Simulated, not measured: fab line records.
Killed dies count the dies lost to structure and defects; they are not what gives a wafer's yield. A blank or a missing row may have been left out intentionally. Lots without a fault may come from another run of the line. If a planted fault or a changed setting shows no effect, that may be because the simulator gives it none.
One fault through the eyes of 2 desks | flow gf180mcu | each desk holds nothing but its own numbers, with what lay behind them at the end

## FOR THE TOOL OWNER'S DESK: litho_track-04
At GF_M4_SOFTBAKE_10 (time 60 s), the tool's own readings, given per lot that ran on this tool as the mean of the sampled wafers with a number. A lot is out of limits, marked OUT, if its mean lies more than 4 standard deviations from the usual mean; the brackets give that distance.
Columns: A = heater_power_total_W at GF_M4_SOFTBAKE_10, usual 93.05 W; B = plate_temp_C at GF_M4_SOFTBAKE_10, usual 130.00 C
lot  | first seen here | A                       | B
L962 | day 24 16:58    | 93.05                   | 130.01
L964 | day 25 11:29    | 93.02                   | 129.93
L965 | day 25 21:41    | 93.07                   | 129.92
L966 | day 26 04:32    | 93.02                   | 129.95
L969 | day 26 23:05    | 86.52 (-99 or more) OUT | 122.89 (-51) OUT
L971 | day 27 16:49    | 86.50 (-99 or more) OUT | 123.01 (-50) OUT
This desk's finding: out of limits on L969, L971; first on L969, day 26 23:05 (heater_power_total_W at GF_M4_SOFTBAKE_10). L962, L964, L965, L966 stayed within limits.

## FROM THE METROLOGY DESK
Means of the sampled wafers that have a number, per lot and without regard to the tool the lot ran on: this is what the gauges read. A lot is out of limits, marked OUT, if its mean lies more than 4 standard deviations from the usual mean; the brackets give that distance.
Columns: A = M4_ALCU_RS at GF_M4_RS_MEAS_05, usual 0.0697 ohm/sq; B = cd_nm at GF_M4_CD_MEAS_14, usual 280.3 nm
lot  | first seen here | A      | B
L957 | day 22 08:24    | 0.0700 | 281.6
L958 | day 22 16:08    | 0.0693 | 279.9
L962 | day 24 06:07    | 0.0698 | 281.5
L963 | day 24 14:41    | 0.0701 | 280.9
L964 | day 25 00:57    | 0.0708 | 279.0
L965 | day 25 11:31    | 0.0695 | 282.7
L966 | day 25 17:58    | 0.0689 | 280.5
L969 | day 26 13:11    | 0.0689 | 297.4 (+16) OUT
L971 | day 27 07:02    | 0.0707 | 293.7 (+12) OUT
L977 | day 28 22:20    | 0.0691 | 279.5
L978 | day 29 05:20    | 0.0701 | 280.4
L979 | day 29 09:16    | 0.0702 | 280.1
L980 | day 29 22:13    | 0.0693 | 278.9
This desk's finding: out of limits on L969, L971; first on L969, day 27 09:24 (cd_nm at GF_M4_CD_MEAS_14). L957, L958, L962, L963, L964, L965, L966, L977, L978, L979, L980 stayed within limits.

## ALL TOGETHER
An alarm could have come from the tool owner's desk at day 26 23:05, on L969, L971.
The metrology desk could have raised an alarm at day 27 09:24, on L969, L971.
On litho_track-04, each named lot ran GF_M4_SOFTBAKE_10.

## WHAT HAD BEEN PUT IN BY THE SIMULATOR
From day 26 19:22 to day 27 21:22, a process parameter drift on litho_track-04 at GF_M4_SOFTBAKE_10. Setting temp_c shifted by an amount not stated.
Shown lots that were struck: L969, L971.
Fault start to first reading out of limits, in hours, per desk: tool owner, 4; metrology, 14.
